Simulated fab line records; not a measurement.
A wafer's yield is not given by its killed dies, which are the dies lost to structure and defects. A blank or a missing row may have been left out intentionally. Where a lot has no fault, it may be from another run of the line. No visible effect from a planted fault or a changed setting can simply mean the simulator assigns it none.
The same fault as seen by 2 desks + flow sky130 + each desk holds nothing but its own numbers, with what lay behind them at the end

## AT THE METROLOGY DESK
Lot by lot, what the gauges showed, no matter which tool ran the lot: averages of those sampled wafers that carry a number. Any lot whose mean is over 4 standard deviations away from the usual mean is out of limits and marked OUT; that distance is given in the brackets.
Columns: A = VT_ADJUST_HVTR_OVL at SKY_VT_ADJUST_HVTR_OVL_MEAS_08, usual 0.6 nm; B = cd-nm at SKY_SONOS_TUNNEL_CD_MEAS_07, usual 410.0 nm; C = CONTACT_HDPCVD_THK at SKY_CONTACT_THK_MEAS_03, usual 565 nm
| lot  | first seen here | A    | B     | C   |
|------|-----------------|------|-------|-----|
| L784 | day 9 11:59     | 0.0  | 409.2 | 564 |
| L785 | day 9 21:09     | -0.3 | 411.5 | 561 |
| L786 | day 10 02:13    | 1.2  | 411.2 | 560 |
| L787 | day 10 11:11    | 1.3  | 414.3 | 560 |
| L788 | day 10 16:17    | 1.2  | 410.4 | 559 |
| L789 | day 11 14:30    | 2.5  | 411.5 | 559 |
| L790 | day 12 06:23    | -1.9 | 411.0 | 559 |
| L792 | day 12 17:12    | 0.8  | 408.2 | 552 |
| L791 | day 12 17:53    | 2.3  | 409.6 | 562 |
| L793 | day 12 21:11    | 0.9  | 410.1 | 561 |
| L795 | day 14 04:11    | 0.3  | 411.7 | 560 |
| L796 | day 14 05:59    | 1.4  | 410.2 | 568 |
| L798 | day 14 12:29    | -0.6 | 410.6 | 566 |
| L800 | day 14 20:18    | -0.5 | 411.6 | 566 |
| L805 | day 16 05:30    | -1.8 | 411.3 | 562 |
Result from this desk: across the 15 lots, nothing is out of limits.

## AT THE TOOL OWNER'S DESK: rie-diel-03
The tool's own readings at SKY_POLY_GATE_ETCH_15 (etches BARC in N2/H2, stops on SiO2, time 118.5 s, target depth 110 nm): means of the sampled wafers that have a number, for each lot that ran on this tool. Any lot whose mean is over 4 standard deviations away from the usual mean is out of limits and marked OUT; that distance is given in the brackets.
Columns: A = drypump-motor-current-A at SKY_POLY_GATE_ETCH_15, usual 5.7 A; B = oes-product-au at SKY_POLY_GATE_ETCH_15, usual 0.716 a.u.; C = run-length-s at SKY_POLY_GATE_ETCH_15, usual 146.8 s; D = throttle-valve-pct at SKY_POLY_GATE_ETCH_15, usual 13.213 %
| lot  | first seen here | A   | B                | C               | D      |
|------|-----------------|-----|------------------|-----------------|--------|
| L784 | day 16 20:44    | 5.4 | 0.717            | 146.9           | 13.212 |
| L787 | day 18 04:14    | 6.1 | 0.715            | 146.7           | 13.216 |
| L789 | day 19 17:43    | 5.9 | 0.722            | 146.5           | 13.213 |
| L792 | day 20 14:58    | 5.4 | 0.720            | 147.1           | 13.216 |
| L791 | day 20 18:10    | 5.5 | 0.713            | 146.9           | 13.214 |
| L793 | day 20 19:40    | 5.5 | 0.716            | 146.9           | 13.209 |
| L796 | day 22 01:07    | 5.8 | 0.691 (-5.4) OUT | 155.4 (+19) OUT | 13.217 |
| L798 | day 22 12:10    | 5.8 | 0.661 (-12) OUT  | 172.6 (+59) OUT | 13.197 |
| L800 | day 22 19:04    | 5.5 | 0.685 (-6.5) OUT | 159.6 (+29) OUT | 13.201 |
This desk finds L796, L798, L800 out of limits, L796 being first, at day 22 01:07 (oes-product-au at SKY_POLY_GATE_ETCH_15). L784, L787, L789, L792, L791, L793 stayed within limits.

## TAKEN TOGETHER
On L796, L798, L800, at day 22 01:07, an alarm was possible from the tool owner's desk.
At the metrology desk, nothing out of limits was observed.
The metrology desk has L796, L798, L800 on record, within its limits.
On rie-diel-03, each named lot ran SKY_POLY_GATE_ETCH_15.

## WHAT THE SIMULATOR HAD PUT IN
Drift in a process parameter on rie-diel-03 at SKY_POLY_GATE_ETCH_15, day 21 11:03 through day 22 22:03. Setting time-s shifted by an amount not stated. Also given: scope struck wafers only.
Lots struck among those shown: L796, L798, L800.
Time in hours from fault onset to the first out-of-limits reading at each desk: the tool owner's desk, 14.
